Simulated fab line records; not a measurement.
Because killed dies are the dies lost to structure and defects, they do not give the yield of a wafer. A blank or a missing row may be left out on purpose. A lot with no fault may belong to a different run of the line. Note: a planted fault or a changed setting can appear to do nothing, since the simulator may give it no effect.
Matching of chambers -- flow sky130 -- SKY_PAD_OPEN_ETCH_07 on rieDiel-01: 4 sister chambers
The step etches the open film in CF4/O2, stops on AlCu, target depth 725 nm, time 161.1 s. 4 wafers are shown with their chamber, then 8 later ones without.

== WAFERS WITH THEIR CHAMBER ==
wafer,chamber,throttleValvePct (%)
L086.2,2,5.975
L086.6,3,5.966
L089.5,1,5.972
L093.1,0,5.968

== WAFERS WITH NO CHAMBER GIVEN ==
wafer,throttleValvePct (%)
L093.3,5.958
L093.4,5.965
L094.3,5.977
L094.4,5.969
L094.6,5.954
L097.2,5.960
L097.3,5.957
L097.6,5.960

== CHAMBER TAKEN BY EACH ==
wafer,from the rows above,in truth
L093.3,can't be placed: 3 or 0 or 1 or 2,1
L093.4,can't be placed: 3 or 0 or 1 or 2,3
L094.3,can't be placed: 2 or 1 or 0 or 3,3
L094.4,can't be placed: 0 or 1 or 3 or 2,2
L094.6,can't be placed: 3 or 0 or 1 or 2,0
L097.2,can't be placed: 3 or 0 or 1 or 2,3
L097.3,can't be placed: 3 or 0 or 1 or 2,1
L097.6,can't be placed: 3 or 0 or 1 or 2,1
Correctly placed: 0 of 8. Not placeable from these rows: 8 (in 8, the candidates include the true chamber). Placed wrongly: 0.
How it was worked out, from the rows above alone: a wafer's distance from a chamber is the root of the sum, over the readings, of the square of ((its reading less the chamber's mean) divided by the reading's scatter). The wafer belongs to the nearest chamber; if the next one is less than 2 further off, it can't be placed. A chamber's mean is the mean of its shown wafers. The scatter: with one shown wafer a chamber, the root of the mean of the squares of how far each hidden wafer lies from its nearest shown one.
